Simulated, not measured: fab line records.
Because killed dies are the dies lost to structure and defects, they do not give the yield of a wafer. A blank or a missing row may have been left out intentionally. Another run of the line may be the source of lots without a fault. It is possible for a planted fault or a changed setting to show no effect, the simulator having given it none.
Matching of chambers    flow gf180mcu    cmp-01 running GF_CONTACT_CMP_27: 4 sister chambers
The step polishes, stops on SiO2, t overpolish 15 s, target thk 0 nm. 4 wafers are shown with their chamber, then 10 later ones without.

## WAFERS WITH THEIR CHAMBER
wafer   chamber  motor current A (A)
L553.2  1        8.6
L553.5  2        11.1
L554.1  3        12.1
L554.2  0        12.8

## WAFERS MISSING THEIR CHAMBER
wafer   motor current A (A)
L554.3  10.7
L556.3  11.5
L556.4  12.1
L556.5  13.0
L558.1  11.5
L558.3  12.6
L558.5  8.4
L560.3  10.8
L560.4  11.4
L560.6  11.2

## EACH ONE'S CHAMBER
wafer    from the rows above       in truth
L554.3   2                         2
L556.3   can't be placed: 2 or 3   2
L556.4   3                         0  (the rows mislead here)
L556.5   0                         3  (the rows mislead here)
L558.1   can't be placed: 2 or 3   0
L558.3   can't be placed: 0 or 3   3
L558.5   1                         1
L560.3   2                         2
L560.4   can't be placed: 2 or 3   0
L560.6   2                         2
Correct placement for 4 of the 10. From these rows, 4 cannot be placed; in 2 the true chamber is one of the candidates. 2 placed wrongly.
How it was worked out, from the rows above alone: a wafer's distance from a chamber is the root of the sum, over the readings, of the square of ((its reading less the chamber's mean) divided by the reading's scatter). If the next closest chamber is less than 2 further off than the closest, the wafer can't be placed; otherwise it belongs to the closest. For every chamber, the mean is computed from those of its wafers that are shown. The scatter: with one shown wafer a chamber, the root of the mean of the squares of how far each hidden wafer lies from its nearest shown one.
